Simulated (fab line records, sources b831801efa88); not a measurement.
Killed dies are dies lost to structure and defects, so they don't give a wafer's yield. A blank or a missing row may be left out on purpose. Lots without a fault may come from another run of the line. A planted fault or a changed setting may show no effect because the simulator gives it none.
Which tool did it? | flow gf180mcu | 11 lots, 33 wafers sampled, at 4 steps of a route of 602

WHAT THE GAUGES READ, wafer by wafer
GF_M1_RS_MEAS_05: measures by four-point-probe.
lot  | measured     | on            | M1_ALCU_RS (ohm/sq)
L658 | day 16 17:38 | film_metro-03 | 0.0694 0.0699 0.0696
L659 | day 16 21:40 | film_metro-02 | 0.0697 0.0696 0.0695
L660 | day 17 08:24 | film_metro-03 | 0.0692 0.0689 0.0684
L662 | day 17 23:42 | film_metro-04 | 0.0706 0.0705 0.0705
L663 | day 18 14:49 | film_metro-03 | 0.0707 0.0704 0.0701
L664 | day 19 01:25 | film_metro-02 | 0.0701 0.0709 0.0703
L665 | day 19 07:13 | film_metro-02 | 0.0695 0.0697 0.0695
L666 | day 19 11:33 | film_metro-02 | 0.0696 0.0698 0.0698
L667 | day 20 02:44 | film_metro-04 | 0.0693 0.0697 0.0688
L669 | day 21 01:38 | film_metro-04 | 0.0695 0.0695 0.0694
L673 | day 22 07:32 | film_metro-03 | 0.0695 0.0693 0.0699

GF_M1_THK_MEAS_06: measures by xrf.
lot  | measured     | on            | M1_ALCU_THK (nm)
L658 | day 16 17:45 | film_metro-03 | 456 457 455
L659 | day 16 21:46 | film_metro-02 | 455 456 455
L660 | day 17 08:29 | film_metro-03 | 457 459 461
L662 | day 17 23:49 | film_metro-04 | 452 448 448
L663 | day 18 14:56 | film_metro-03 | 449 449 450
L664 | day 19 01:31 | film_metro-02 | 451 448 452
L665 | day 19 07:20 | film_metro-02 | 457 456 457
L666 | day 19 11:40 | film_metro-02 | 456 454 456
L667 | day 20 02:52 | film_metro-04 | 461 458 462
L669 | day 21 01:46 | film_metro-04 | 453 454 454
L673 | day 22 07:37 | film_metro-03 | 455 459 443

WHICH TOOL RAN EACH LOT (tool, then ch and the chambers of the sampled wafers, then the start)
lot  | GF_CONTACT_CMP_27             | GF_M1_SPUTTER_04
L658 | cmp-01 ch 0,2,3, day 16 17:10 | pvd_sputter-02, day 16 17:35
L659 | cmp-01 ch 0,1,2, day 16 21:11 | pvd_sputter-01, day 16 21:34
L660 | cmp-01 ch 0,1,2, day 17 07:55 | pvd_sputter-01, day 17 08:18
L662 | cmp-02 ch 0,1,2, day 17 23:11 | pvd_sputter-02, day 17 23:40
L663 | cmp-01 ch 0,2,3, day 18 14:20 | pvd_sputter-02, day 18 14:46
L664 | cmp-01 ch 0,2,3, day 19 00:52 | pvd_sputter-03, day 19 01:20
L665 | cmp-01 ch 0,2,3, day 19 06:44 | pvd_sputter-01, day 19 07:10
L666 | cmp-01 ch 0,2,3, day 19 11:01 | pvd_sputter-01, day 19 11:31
L667 | cmp-02 ch 1,2,3, day 20 02:19 | pvd_sputter-03, day 20 02:42
L669 | cmp-01 ch 0,1,3, day 21 01:07 | pvd_sputter-02, day 21 01:36
L673 | cmp-01 ch 0,1,2, day 22 07:06 | pvd_sputter-02, day 22 07:26
- GF_CONTACT_CMP_27: polishes, stops on SiO2, t overpolish 13.59 s, target thk 0 nm.
- GF_M1_SPUTTER_04: material TiN, target thk 50 nm, time 41.7 s.

WHAT THE TOOLS THEMSELVES READ (means of the sampled wafers that have a number; where no wafer has one, the mark that the record gives instead)
GF_CONTACT_CMP_27.
lot  | tool   | motor_current_A (A) | overpolish_run_s (s) | time_to_endpoint_s (s)
L658 | cmp-01 | 11.0                | 13.586               | 74
L659 | cmp-01 | 10.4                | 13.594               | 73
L660 | cmp-01 | 10.3                | 13.600               | 73
L662 | cmp-02 | 10.6                | 13.595               | 73
L663 | cmp-01 | 10.9                | 13.585               | 78
L664 | cmp-01 | 11.3                | 13.586               | 74
L665 | cmp-01 | 10.7                | 13.589               | 75
L666 | cmp-01 | 10.9                | 13.580               | 74
L667 | cmp-02 | 10.7                | 13.583               | 75
L669 | cmp-01 | 11.2                | 13.595               | 75
L673 | cmp-01 | 10.5                | 13.598               | 77

GF_M1_SPUTTER_04.
lot  | tool           | cathode_dc_power_W (W) | throttle_valve_pct (%)
L658 | pvd_sputter-02 | 6500.3                 | 30.7
L659 | pvd_sputter-01 | 6499.1                 | 30.1
L660 | pvd_sputter-01 | 6499.7                 | 29.8
L662 | pvd_sputter-02 | 6499.8                 | 30.1
L663 | pvd_sputter-02 | 6499.8                 | 31.0
L664 | pvd_sputter-03 | 6498.8                 | 29.3
L665 | pvd_sputter-01 | 6500.8                 | 30.9
L666 | pvd_sputter-01 | 6499.0                 | 30.1
L667 | pvd_sputter-03 | 6499.6                 | 28.9
L669 | pvd_sputter-02 | 6498.7                 | 31.0
L673 | pvd_sputter-02 | 6965.3                 | 29.2

THE ANSWER, worked out from the rows above alone
Rule: what is usual is taken from the lots themselves. Put in order of their means at a reading, lots are off if they are a third of the lots or fewer, leave a main group of 4 or more, and stand apart from it by a gap of 3 or more times the standard deviation of the main group's means; of several such gaps the widest counts. A main group whose means are all the same, to the digits that the tables above print for the reading, isn't used. A lot without any number at a reading at which 4 lots or more have one is off too. The other lots that the step has rows for count as sound. The gauges are gone through in route order, then the tools' own readings, and for those a lot's mean is taken as printed above. The first step at which some lot is off is used, and at that step the reading that is off furthest; a lot without a number counts as furthest.
Off: L673, at GF_M1_SPUTTER_04 (cathode_dc_power_W). The main group: mean 6499.6 W, standard deviation 0.64.
A tool fits if, at that step or a process step before it, it ran every lot that is off, and no sound lot after the first of them. Can't be told from this: 2 tools fit, cmp-01 at GF_CONTACT_CMP_27, pvd_sputter-02 at GF_M1_SPUTTER_04.

WHAT THE SIMULATOR HAD PUT IN
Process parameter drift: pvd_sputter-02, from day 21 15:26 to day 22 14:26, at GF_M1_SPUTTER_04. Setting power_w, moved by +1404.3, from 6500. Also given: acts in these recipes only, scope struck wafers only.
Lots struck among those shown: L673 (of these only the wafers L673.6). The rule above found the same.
